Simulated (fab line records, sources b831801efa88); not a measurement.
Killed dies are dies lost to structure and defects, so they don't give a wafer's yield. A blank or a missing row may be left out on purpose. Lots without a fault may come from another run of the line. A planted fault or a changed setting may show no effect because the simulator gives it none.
A struck lot beside a sound one | flow sky130 | 37 steps out of a route of 708
Sound: wafers L677.2, L677.3, L677.6. Struck: wafers L687.1, L687.3, L687.5. The cause comes at the end.
At each step with rows: each side's tool, then ch and its chambers, then its first start. Under that, the readings that differ: sound wafers | struck wafers | difference of the means | sigmas: that difference in standard deviations of wafers without a fault.
alike: readings whose means differ by less than 2 such deviations, and words and numbers that are the same on both sides. not compared: withheld readings, readings that some wafer has no value for, bounds like >300 that may hide the same value, and numbers for which the record gives no deviation and whose values overlap.
The two part at a step that has a row with sigmas, a row that says differs or no value, or rows on one side only. Numbers that don't overlap but have no deviation are shown without sigmas and don't part them. A reading that every wafer of one side lacks parts them only if that side has two wafers or more.

first, 10 steps without rows for these wafers: SKY_LDD_LDN_SOFTBAKE_03 (time 60 s); SKY_LDD_LDN_EXPOSE_04 (exposes mask LDNTM, target cd 700 nm); SKY_LDD_LDN_PEB_05; SKY_LDD_LDN_DEVELOP_06 (develop time 60 s); SKY_LDD_LDN_IMPLANT_08; SKY_LDD_LDN_IMPLANT_09; SKY_LDD_LDN_IMPLANT_10; SKY_LDD_LDN_IMPLANT_11; SKY_LDD_LDN_STRIP_12 (strips in O2/N2); SKY_LDD_LDN_CLEAN_14 (cleans in SC1/SC2, time 150 s).
SKY_SPACER_CVD_00: deposits Si3N4 from DCS/NH3, target thk 43.1 nm, time 740 s.
  sound on lpcvd-02 ch 0, day 25 04:56; struck on lpcvd-02 ch 0, day 29 07:13
  reading                                  | sound             | struck            | difference | sigmas
  spike_tc_bottom_C (C)                    | 786.9 787.3 789.2 | 798.7 799.9 797.3 | +10.8      | +7
  spike_tc_centre_C (C)                    | 770.5 770.8 769.9 | 781.7 781.2 779.5 | +10.4      | +10
  spike_tc_lower_C (C)                     | 772.2 772.9 771.1 | 782.9 782.6 780.2 | +9.8       | +6
  spike_tc_top_C (C)                       | 783.5 781.1 781.3 | 791.2 791.9 792.2 | +9.8       | +7
  spike_tc_upper_C (C)                     | 769.3 770.4 769.8 | 781.0 781.0 781.5 | +11.3      | +9
  susceptor_temp_C (C)                     | 770.1 770.0 770.2 | 779.8 780.0 780.2 | +9.9       | +31
  model.Si3N4_of_SPACER_CVD_00.thk_nm (nm) | 43.55 43.55 43.48 | 52.12 52.26 52.19 | +8.66      |
SKY_SPACER_THK_MEAS_01:
  sound on film_metro-02, day 25 06:08; struck on film_metro-02, day 29 08:39
  reading                | sound          | struck         | difference | sigmas
  SPACER_CVD_00_THK (nm) | 43.5 43.5 43.5 | 52.1 52.2 52.2 | +8.7       | +22
  not compared: hold
SKY_SPACER_ETCHBACK_02: etches Si3N4 in CH3F/O2, stops on SiO2, time 46.7 s, target depth 45 nm.
  sound on rie_diel-02 ch 0,1,3, day 25 06:11; struck on rie_diel-03 ch 0,2,3, day 29 19:42
  reading                  | sound             | struck                                                                        | difference                   | sigmas
  hold                     | - - -             | await_dispo/11.0h/release await_dispo/11.0h/release await_dispo/11.0h/release | no value on the sound wafers |
  oes_product_au (a.u.)    | 0.862 0.864 0.858 | 0.947 0.962 0.955                                                             | +0.093                       | +15
  model.etch.depth_nm (nm) | 43.55 43.55 43.48 | 52.12 52.26 52.19                                                             | +8.66                        |
  alike: drypump_motor_current_A, throttle_valve_pct
  not compared: rf_hours_counter_h
then, 22 steps without rows for these wafers: SKY_POLY_CUT_DEHYDRATE_00 (time 60 s); SKY_POLY_CUT_HMDS_01 (prime time 60 s); SKY_POLY_CUT_COAT_02 (resist thk 60 nm); SKY_POLY_CUT_COAT_03 (resist thk 450 nm); SKY_POLY_CUT_SOFTBAKE_04 (time 90 s); SKY_POLY_CUT_EXPOSE_05 (exposes mask NPCM, target cd 270 nm); SKY_POLY_CUT_PEB_06; SKY_POLY_CUT_DEVELOP_07 (develop time 60 s); SKY_POLY_CUT_ETCH_10 (etches BARC in N2/H2, stops on SiO2, time 45.9 s, target depth 60 nm); SKY_POLY_CUT_ETCH_11 (etches Si3N4 in CF4/CH2F2/Ar, stops on poly-Si, time 42.5 s, target depth 60 nm); SKY_POLY_CUT_STRIP_12 (strips in O2/N2); SKY_SD_P_DEHYDRATE_00 (time 60 s); SKY_SD_P_HMDS_01 (prime time 60 s); SKY_SD_P_COAT_02 (resist thk 1140 nm); SKY_SD_P_SOFTBAKE_03 (time 60 s); SKY_SD_P_EXPOSE_04 (exposes mask PSDM, target cd 380 nm); SKY_SD_P_PEB_05; SKY_SD_P_DEVELOP_06 (develop time 60 s); SKY_SD_P_IMPLANT_09; SKY_SD_P_STRIP_10 (strips in O2/N2); SKY_RES_XHIGH_DEHYDRATE_00 (time 60 s); SKY_RES_XHIGH_HMDS_01 (prime time 60 s).
-- the record jumps here: 4 days lie between the struck wafers' starts before and after (it left off in module RES_XHIGH and takes up again in module SALICIDE, whose first step shown is number 361 of the route) --
SKY_SALICIDE_CLEAN_00: cleans in HF-last, time 30 s.
  sound on wet_bench-04 ch 1, day 30 04:30; struck on wet_bench-01 ch 1, day 34 00:48
  reading                                  | sound            | struck           | difference | sigmas
  model.Si3N4_of_SPACER_CVD_00.thk_nm (nm) | 42.58 42.58 42.5 | 51.15 51.3 51.22 | +8.67      |
-- the record jumps here: 16 days lie between the struck wafers' starts before and after (it left off in module SALICIDE and takes up again in module PAD_OPEN, whose first step shown is number 708 of the route) --
SKY_PAD_OPEN_PROBE_99:
  sound on prober-01, day 47 14:25; struck on prober-02, day 50 01:57
  reading                                 | sound             | struck            | difference | sigmas
  model.etest.pfet_01v8.r_on_ohm_um       | 3068 3009 3056    | 3266 3172 3287    | +197       |
  model.etest.nfet_g5v0d10v5.r_on_ohm_um  | 1933 1907 1909    | 1960 1949 1937    | +32        |
  model.etest.sonos_uncharged.r_on_ohm_um | 820.9 813.2 813.5 | 870.7 857.6 859.3 | +46.7      |
  model.etest.pfet_01v8.drive_ua_um       | 179.6 183.6 179.8 | 168 175 168.2     | -11        |
  model.etest.pfet_01v8_hvt.drive_ua_um   | 132.7 133.6 131.4 | 124.7 127.8 122.8 | -7.5       |
  model.etest.sram_pfet_latch.drive_ua_um | 133.3 136.8 130.9 | 124.8 130.4 119.5 | -8.8       |
  model.etest.pfet_01v8_mvt.drive_ua_um   | 141.5 142.5 141.2 | 138.3 140.8 137.8 | -2.8       |
  model.etest.pfet_01v8_lvt.drive_ua_um   | 168.3 170.5 168.8 | 162 162.7 162.4   | -7         |
  alike: killed_at_M0_to_M3, killed_at_M4_up, killed_at_contacts, killed_at_front_end, killed_at_other, killed_dies, killed_open, killed_short

WHERE THEY PART
First at SKY_SPACER_CVD_00; last, within this record, at SKY_SPACER_ETCHBACK_02. Later steps at which nothing parts them and some readings are alike: SKY_PAD_OPEN_PROBE_99.

WHY: what the simulator had put in
Process parameter drift: lpcvd-02, from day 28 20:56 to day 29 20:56, at SKY_SPACER_CVD_00. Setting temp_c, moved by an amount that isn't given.
